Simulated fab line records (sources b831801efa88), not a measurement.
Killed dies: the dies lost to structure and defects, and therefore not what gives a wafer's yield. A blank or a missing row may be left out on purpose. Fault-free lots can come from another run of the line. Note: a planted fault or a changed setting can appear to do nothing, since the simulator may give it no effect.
Comparing a struck lot with a sound one | flow sky130 | 43 steps out of a route of 708
Sound: the wafers L150.1, L150.4, L150.5. Struck: wafer L156.2 (L156.1, L156.5, from the same lot, were not struck and are left out); the cause is given at the end.
Per side, at each step with rows, come the tool, then ch with its chambers, and then its first start. Under that, the readings that differ: sound wafers | struck wafers | difference of the means | sigmas: that difference in standard deviations of wafers without a fault.
alike: readings whose means differ by less than 2 such deviations, and words and numbers that are the same on both sides. not compared: withheld readings, readings that some wafer has no value for, bounds like >300 that may hide the same value, and numbers for which the record gives no deviation and whose values overlap.
Wherever a step has rows on one side only, a row that says differs or no value, or a row with sigmas, the two part there. When numbers do not overlap yet have no deviation, they are printed without sigmas and do not part them. A reading missing from all wafers of one side parts the sides only when that side holds two or more wafers.

SKY_LOCAL_INTERCONNECT_CD_MEAS_11: the cd target is 170 nm.
  sound: cd_sem-01 at day 32 20:01; struck: cd_sem-01 at day 35 02:03
  alike: cd_nm
SKY_LOCAL_INTERCONNECT_OVL_MEAS_12:
  sound: overlay-01 at day 32 20:08; struck: overlay-02 at day 35 02:10
  reading                     | sound   | struck | difference | sigmas
  LOCAL_INTERCONNECT_OVL (nm) | 1 3 -10 | 10     | +12        | +2
SKY_LOCAL_INTERCONNECT_ETCH_13: etches BARC in N2/H2, stops on SiO2, time 45.9 s, target depth 60 nm.
  sound on rie_metal-03 ch 0,1, day 32 20:11; struck on rie_metal-04 ch 0, day 35 02:13
  alike: drypump_motor_current_A, oes_product_au, throttle_valve_pct
  not compared: rf_hours_counter_h
then, 1 step without rows for these wafers: SKY_LOCAL_INTERCONNECT_METAL_ETCH_14 (etches TiN in Cl2/BCl3, stops on PSG, target depth 110 nm, time 31.4 s).
SKY_LOCAL_INTERCONNECT_STRIP_15: strips in O2/N2.
  sound on plasma_asher-02 ch 0, day 32 20:17; struck on plasma_asher-02 ch 1, day 35 02:19
  alike: drypump_motor_current_A, oes_product_au, strip_time_to_endpoint_s
  not compared: rf_hours_counter_h
then, 4 steps without rows for these wafers: SKY_LOCAL_INTERCONNECT_STRIP_16 (strips in post etch residue remover, time 1200 s); SKY_LOCAL_INTERCONNECT_CLEAN_17 (cleans in IPA, time 180 s); SKY_LOCAL_INTERCONNECT_CLEAN_18 (cleans in O3/DIW); SKY_CONTACT_CVD_00 (deposits Si3N4, target thk 75 nm).
SKY_CONTACT_THK_MEAS_01:
  sound: film_metro-02 at day 32 20:55; struck: film_metro-03 at day 35 03:01
  alike: CONTACT_CVD_00_THK
then, 1 step without rows for these wafers: SKY_CONTACT_HDPCVD_02 (deposits SiO2, target thk 565 nm, time 94.2 s).
SKY_CONTACT_THK_MEAS_03:
  sound: film_metro-01 at day 32 21:02; struck: film_metro-01 at day 35 03:08
  alike: CONTACT_HDPCVD_THK
SKY_CONTACT_CMP_04: polishes SiO2.
  sound on cmp-02 ch 1,2, day 32 21:06; struck on cmp-01 ch 0, day 35 03:12
  alike: motor_current_A, time_to_endpoint_s
SKY_CONTACT_BOW_MEAS_05:
  sound: film_metro-01 at day 32 21:24; struck: film_metro-02 at day 35 03:30
  alike: CONTACT_BOW
then, 8 steps without rows for these wafers: SKY_CONTACT_DEHYDRATE_06 (time 60 s); SKY_CONTACT_HMDS_07 (prime time 61.59 s); SKY_CONTACT_COAT_08 (resist thk 60 nm); SKY_CONTACT_COAT_09 (resist thk 450 nm); SKY_CONTACT_SOFTBAKE_10 (time 90 s); SKY_CONTACT_EXPOSE_11 (exposes mask CTM1, target cd 170 nm); SKY_CONTACT_PEB_12; SKY_CONTACT_DEVELOP_13 (develop time 60 s).
SKY_CONTACT_CD_MEAS_14: the cd target is 170 nm.
  sound: cd_sem-02 at day 34 00:19; struck: cd_sem-02 at day 36 04:16
  reading    | sound             | struck | difference | sigmas
  cd_nm (nm) | 167.2 168.2 166.4 | 171.9  | +4.6       | +3
SKY_CONTACT_OVL_MEAS_15:
  sound: overlay-01 at day 34 00:26; struck: overlay-02 at day 36 04:23
  alike: CONTACT_OVL
then, 2 steps without rows for these wafers: SKY_CONTACT_ETCH_16 (etches BARC in N2/H2, stops on SiO2, time 45.9 s, target depth 60 nm); SKY_CONTACT_ETCH_17 (etches SiO2 in C4F8/O2/Ar, stops on Si3N4, target depth 340 nm).
SKY_CONTACT_ETCH_18: etches Si3N4 in CHF3/O2, stops on TiN, time 39 s, target depth 75 nm.
  sound on rie_diel-03 ch 1,2,3; struck on rie_diel-02 ch 2
  alike: drypump_motor_current_A, oes_product_au, throttle_valve_pct
  not compared: rf_hours_counter_h
SKY_CONTACT_STRIP_19: strips in O2/N2.
  sound on plasma_asher-01 ch 0,1, day 34 00:37; struck on plasma_asher-04 ch 0, day 36 04:34
  alike: drypump_motor_current_A, oes_product_au, strip_time_to_endpoint_s
  not compared: rf_hours_counter_h
then, 5 steps without rows for these wafers: SKY_CONTACT_STRIP_20 (strips in post etch residue remover, time 1200 s); SKY_CONTACT_CLEAN_21 (cleans in IPA, time 180 s); SKY_CONTACT_CLEAN_22 (cleans in O3/DIW); SKY_CONTACT_SPUTTER_23 (material TiN, target thk 20 nm, time 80 s); SKY_CONTACT_CVD_24 (deposits W, target thk 340 nm, time 102.12 s).
SKY_CONTACT_RS_MEAS_25: measurement is done with a four-point probe.
  sound: film_metro-01 at day 34 01:22; struck: film_metro-03 at day 36 05:19
  alike: CONTACT_W_RS
SKY_CONTACT_THK_MEAS_26: measures by xrf.
  sound: film_metro-01 at day 34 01:29; struck: film_metro-03 at day 36 05:26
  alike: CONTACT_W_THK
then, 5 steps without rows for these wafers: SKY_CONTACT_CMP_27 (polishes, stops on SiO2, t overpolish 15 s, target thk 0 nm); SKY_METAL1_SPUTTER_00 (material Ti, target thk 15 nm, time 10 s); SKY_METAL1_SPUTTER_01 (material TiN, target thk 20 nm, time 16.7 s); SKY_METAL1_SPUTTER_02 (material AlCu, target thk 250 nm, time 13.3 s); SKY_METAL1_SPUTTER_03 (material Ti, target thk 5 nm, time 3.3 s).
SKY_METAL1_SPUTTER_04: material TiN, target thk 70 nm, time 58.3 s.
  sound: pvd_sputter-03 at day 34 01:56; struck: pvd_sputter-02 at day 36 05:53
  alike: throttle_valve_pct
SKY_METAL1_RS_MEAS_05: measurement is done with a four-point probe.
  sound: film_metro-03 at day 34 01:59; struck: film_metro-01 at day 36 05:56
  reading                 | sound                | struck | difference | sigmas
  METAL1_ALCU_RS (ohm/sq) | 0.1269 0.1240 0.1248 | 0.1294 | +0.0042    | +3
-- the record jumps here: 13 days lie between the struck wafers' starts before and after (it left off in module METAL1 and takes up again in module PAD_OPEN, whose first step shown is number 708 of the route) --
SKY_PAD_OPEN_PROBE_99:
  sound: prober-01 at day 47 17:21; struck: prober-02 at day 49 02:44
  reading            | sound     | struck | difference | sigmas
  killed_at_M0_to_M3 | 58 53 47  | 37     | -16        | -2
  killed_at_M4_up    | 5 5 7     | 2      | -4         | -2
  killed_at_contacts | 32 31 28  | 180    | +150       | +24
  killed_dies        | 115 97 94 | 229    | +127       | +13
  killed_on_rim      | 23 20 18  | 31     | +11        | +3
  killed_open        | 46 55 52  | 34     | -17        | -3
  killed_short       | 69 42 42  | 29     | -22        | -3
  alike: killed_at_front_end, killed_at_other

## WHERE THEY PART
At SKY_LOCAL_INTERCONNECT_OVL_MEAS_12 first; at SKY_PAD_OPEN_PROBE_99 last (within this record only).

WHY: what the simulator had put in
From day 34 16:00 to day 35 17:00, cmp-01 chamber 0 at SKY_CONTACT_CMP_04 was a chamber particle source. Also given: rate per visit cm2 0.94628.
